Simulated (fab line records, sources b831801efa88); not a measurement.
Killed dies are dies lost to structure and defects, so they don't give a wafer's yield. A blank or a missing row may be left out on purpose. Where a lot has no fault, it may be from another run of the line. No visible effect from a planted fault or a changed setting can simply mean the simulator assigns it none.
Which tool is to blame?    flow sfq_line    Sampling: 14 lots, 40 wafers, 4 of 325 route steps

## WHAT THE GAUGES READ, wafer by wafer
SFQ_M8_THK_MEAS_950: measures by xrf. Usual: for M8_AU_THK the level is 177.0 nm and the standard deviation is 2.6.
lot   measured       on             M8_AU_THK (nm)     flag
L623  day 85 18:25   film_metro-02  176.2 176.6 176.2  
L624  day 86 19:37   film_metro-03  177.7 179.4 177.5  
L625  day 86 23:13   film_metro-03  179.7 178.8 178.1  
L627  day 87 05:17   film_metro-02  176.9 178.9 176.3  
L628  day 87 07:41   film_metro-02  180.9 180.0 179.2  
L629  day 87 09:01   film_metro-01  179.0 179.4 177.6  
L631  day 90 03:08   film_metro-01  181.0 179.9 179.4  
L633  day 95 14:41   film_metro-03  178.2 176.2        
L634  day 95 18:18   film_metro-01  181.4 182.2        
L637  day 96 12:16   film_metro-03  173.4 171.3 171.4  
L641  day 101 00:19  film_metro-02  179.1 180.3 180.1  
L643  day 101 01:48  film_metro-02  177.3 176.8 176.1  
L644  day 101 02:32  film_metro-02  177.5 175.6 177.2  
L645  day 101 03:22  film_metro-03  176.2 176.9 176.1  

SFQ_M8_BOW_MEAS_951. Usual: for M8_BOW the level is 11 um and the standard deviation is 11.
lot   measured       on             M8_BOW (um)  flag
L623  day 85 18:38   film_metro-01  -7 6 0       
L624  day 86 19:50   film_metro-02  4 -3 0       
L625  day 86 23:28   film_metro-02  18 6 2       
L627  day 87 05:32   film_metro-03  14 17 7      
L628  day 87 07:55   film_metro-03  22 26 20     
L629  day 87 09:14   film_metro-02  27 17 25     
L631  day 90 03:23   film_metro-02  6 0 1        
L633  day 95 15:09   film_metro-01  16 3         
L634  day 95 18:44   film_metro-02  23 30        
L637  day 96 12:31   film_metro-01  16 10 18     
L641  day 101 00:34  film_metro-03  19 17 -2     
L643  day 101 02:03  film_metro-03  -2 -4 -3     
L644  day 101 02:57  film_metro-01  2 4 3        
L645  day 101 03:36  film_metro-01  9 10 3       

## TOOL THAT RAN EACH LOT (tool first, then ch and the chambers of the sampled wafers, then the start)
lot   SFQ_TRILAYER_M3_BARC_OPEN_METAL_ETCH_100  SFQ_TRILAYER_I7_CMP_CMP_184
L623  rie_metal-03 ch 0, day 44 09:37           cmp-02 ch 0,2,3, day 80 15:55
L624  rie_metal-03 ch 0, day 45 12:45           cmp-01 ch 0,1,2, day 81 23:08
L625  rie_metal-02 ch 0,1, day 45 18:26         cmp-02 ch 1,2,3, day 81 23:14
L627  rie_metal-02 ch 0,1, day 46 07:38         cmp-02 ch 0,1,3, day 82 07:02
L628  rie_metal-02 ch 0,1, day 46 21:05         cmp-02 ch 0,1,2, day 82 10:02
L629  rie_metal-03 ch 0,1, day 48 07:01         cmp-02 ch 0,1, day 85 11:21
L631  rie_metal-02 ch 0,1, day 48 22:50         cmp-02 ch 0,1,3, day 89 15:13
L633  rie_metal-03 ch 1, day 50 07:12           cmp-01 ch 0,2, day 91 13:26
L634  rie_metal-03 ch 0,1, day 50 10:48         cmp-02 ch 1,2, day 91 17:50
L637  rie_metal-02 ch 0,1, day 51 03:50         cmp-01 ch 2,3, day 92 10:02
L641  rie_metal-04 ch 0,1, day 52 08:24         cmp-01 ch 0,1,3, day 93 05:35
L643  rie_metal-02 ch 0,1, day 52 13:13         cmp-01 ch 0,3, day 93 09:32
L644  rie_metal-04 ch 0,1, day 53 00:50         cmp-01 ch 0,2,3, day 94 01:29
L645  rie_metal-02 ch 0,1, day 53 20:31         cmp-02 ch 0,3, day 94 06:28
- SFQ_TRILAYER_M3_BARC_OPEN_METAL_ETCH_100: etches BARC in O2, target depth 125 nm, time 41.7 s.
- SFQ_TRILAYER_I7_CMP_CMP_184: polishes SiO2.

## AS READ BY THE TOOLS THEMSELVES (means over the sampled wafers that have a number; for cases with no such wafer, the mark the record gives instead)
SFQ_TRILAYER_M3_BARC_OPEN_METAL_ETCH_100. Usual: bias_w 80.02 W, standard deviation 0.25; drypump_motor_current_A 5.9 A, standard deviation 0.45; oes_product_au 0.685 a.u., standard deviation 0.0046; run_length_s 69.9 s, standard deviation 0.58.
lot   tool          bias_w (W)  drypump_motor_current_A (A)  oes_product_au (a.u.)  run_length_s (s)  flag
L623  rie_metal-03  79.87       6.0                          0.690                  69.8              
L624  rie_metal-03  80.02       6.0                          0.684                  69.7              
L625  rie_metal-02  80.23       6.1                          0.684                  70.2              
L627  rie_metal-02  80.04       6.0                          0.690                  70.3              
L628  rie_metal-02  79.79       6.1                          0.692                  70.3              
L629  rie_metal-03  80.22       5.5                          0.684                  69.3              
L631  rie_metal-02  79.86       5.8                          0.684                  69.8              
L633  rie_metal-03  -           5.2                          0.711                  68.0              OFF
L634  rie_metal-03  -           5.7                          0.710                  68.0              OFF
L637  rie_metal-02  79.94       5.8                          0.685                  69.9              
L641  rie_metal-04  80.13       6.3                          0.683                  69.8              
L643  rie_metal-02  80.03       5.9                          0.688                  69.8              
L644  rie_metal-04  79.95       6.3                          0.683                  69.8              
L645  rie_metal-02  80.03       5.8                          0.686                  70.0              

SFQ_TRILAYER_I7_CMP_CMP_184. Usual: head_pressure_psi 3.000 psi, standard deviation 0.007; motor_current_A 10.5 A, standard deviation 0.66; time_to_endpoint_s 210 s, standard deviation 8.
lot   tool    head_pressure_psi (psi)  motor_current_A (A)  time_to_endpoint_s (s)  flag
L623  cmp-02  3.005                    10.5                 217                     
L624  cmp-01  3.001                    10.1                 216                     
L625  cmp-02  3.003                    10.6                 209                     
L627  cmp-02  3.004                    10.8                 207                     
L628  cmp-02  3.003                    10.2                 223                     
L629  cmp-02  2.997                    10.4                 220                     
L631  cmp-02  2.996                    11.2                 202                     
L633  cmp-01  2.995                    10.1                 210                     
L634  cmp-02  2.997                    10.2                 218                     
L637  cmp-01  2.999                    9.8                  199                     
L641  cmp-01  2.999                    10.7                 206                     
L643  cmp-01  2.997                    10.1                 202                     
L644  cmp-01  2.995                    9.6                  206                     
L645  cmp-02  3.006                    11.0                 217                     

## THE ANSWER, worked out from the rows above alone
Rule: lot off if the mean of its wafers having a number is beyond 3 standard deviations from the usual mean. Also off: a lot with no number at a reading for which 4 or more lots have one. All remaining lots with rows at the step are treated as sound. Order of review: gauges by route order, followed by the tools' own readings, for which a lot's mean as printed above is used. The first step at which some lot is off is used, and at that step the reading that is off furthest; a lot without a number counts as furthest.
Off, at SFQ_TRILAYER_M3_BARC_OPEN_METAL_ETCH_100 on bias_w: L633, L634. Without a number there: L633, L634.
A tool fits if, at that step or a process step before it, it ran every lot that is off, and no sound lot after the first of them. One fits: rie_metal-03 at SFQ_TRILAYER_M3_BARC_OPEN_METAL_ETCH_100. Its last sound lot is L629 (day 48 07:01), its first lot that is off L633 (day 50 07:12): a fault that began between those two fits.
The tool's own readings at SFQ_TRILAYER_M3_BARC_OPEN_METAL_ETCH_100 bear it out: on the lots that are off they differ by more than 5 times the standard deviation of the sound lots' means. oes_product_au reads 0.710 a.u. there against 0.686 a.u. on the sound lots; run_length_s reads 68.0 s there against 69.9 s on the sound lots.
Blank at SFQ_TRILAYER_M3_BARC_OPEN_METAL_ETCH_100 on the lots that are off, where sound lots have numbers: bias_w.

## WHAT WAS PUT IN BY THE SIMULATOR
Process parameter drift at SFQ_TRILAYER_M3_BARC_OPEN_METAL_ETCH_100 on rie_metal-03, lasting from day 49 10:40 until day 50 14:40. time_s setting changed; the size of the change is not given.
Shown lots that were struck: L633, L634. The rule above reached the same finding.
